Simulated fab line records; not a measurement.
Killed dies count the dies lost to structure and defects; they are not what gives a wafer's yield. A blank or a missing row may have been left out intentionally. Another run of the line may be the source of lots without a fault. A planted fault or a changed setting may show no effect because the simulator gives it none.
Matching of chambers || flow gf180mcu || pecvd-01 running GF_V5_CVD_02: 3 sister chambers
The step deposits SiO2 from TEOS, target thk 1450 nm, time 163.28 s. 6 wafers are shown with their chamber, then 12 later ones without.

## WAFERS WITH THEIR CHAMBER
{"wafer": "L090.3", "chamber": 0, "heater power w (W)": 400}
{"wafer": "L090.4", "chamber": 2, "heater power w (W)": 541}
{"wafer": "L090.5", "chamber": 0, "heater power w (W)": 479}
{"wafer": "L092.3", "chamber": 1, "heater power w (W)": 609}
{"wafer": "L092.5", "chamber": 1, "heater power w (W)": 496}
{"wafer": "L092.6", "chamber": 2, "heater power w (W)": 553}

## WAFERS WITHOUT THEIR CHAMBER
{"wafer": "L094.1", "heater power w (W)": 608}
{"wafer": "L094.3", "heater power w (W)": 684}
{"wafer": "L094.6", "heater power w (W)": 541}
{"wafer": "L095.1", "heater power w (W)": 560}
{"wafer": "L095.3", "heater power w (W)": 568}
{"wafer": "L095.6", "heater power w (W)": 614}
{"wafer": "L096.1", "heater power w (W)": 675}
{"wafer": "L096.2", "heater power w (W)": 620}
{"wafer": "L096.3", "heater power w (W)": 490}
{"wafer": "L097.3", "heater power w (W)": 523}
{"wafer": "L097.4", "heater power w (W)": 599}
{"wafer": "L097.5", "heater power w (W)": 378}

## WHICH CHAMBER EACH ONE RAN IN
{"wafer": "L094.1", "from the rows above": "can't be placed: 1 or 2 or 0", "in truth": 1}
{"wafer": "L094.3", "from the rows above": "can't be placed: 1 or 2 or 0", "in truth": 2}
{"wafer": "L094.6", "from the rows above": "can't be placed: 2 or 1 or 0", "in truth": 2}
{"wafer": "L095.1", "from the rows above": "can't be placed: 1 or 2 or 0", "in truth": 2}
{"wafer": "L095.3", "from the rows above": "can't be placed: 1 or 2 or 0", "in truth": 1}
{"wafer": "L095.6", "from the rows above": "can't be placed: 1 or 2 or 0", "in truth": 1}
{"wafer": "L096.1", "from the rows above": "can't be placed: 1 or 2 or 0", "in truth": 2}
{"wafer": "L096.2", "from the rows above": "can't be placed: 1 or 2 or 0", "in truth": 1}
{"wafer": "L096.3", "from the rows above": "can't be placed: 0 or 2 or 1", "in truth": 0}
{"wafer": "L097.3", "from the rows above": "can't be placed: 2 or 1 or 0", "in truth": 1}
{"wafer": "L097.4", "from the rows above": "can't be placed: 1 or 2 or 0", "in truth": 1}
{"wafer": "L097.5", "from the rows above": "can't be placed: 0 or 2 or 1", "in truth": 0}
Correctly placed: 0 of 12. Cannot be placed on the basis of these rows: 12; the candidates contain the true chamber in 12. Number placed wrongly: 0.
How it was worked out, from the rows above alone: a wafer's distance from a chamber is the root of the sum, over the readings, of the square of ((its reading less the chamber's mean) divided by the reading's scatter). If the next closest chamber is less than 2 further off than the closest, the wafer can't be placed; otherwise it belongs to the closest. For every chamber, the mean is computed from those of its wafers that are shown. How the scatter is found: for the shown wafers, subtract from each reading the mean of its chamber, square and add these, divide the total by (wafers less chambers), then take the root.
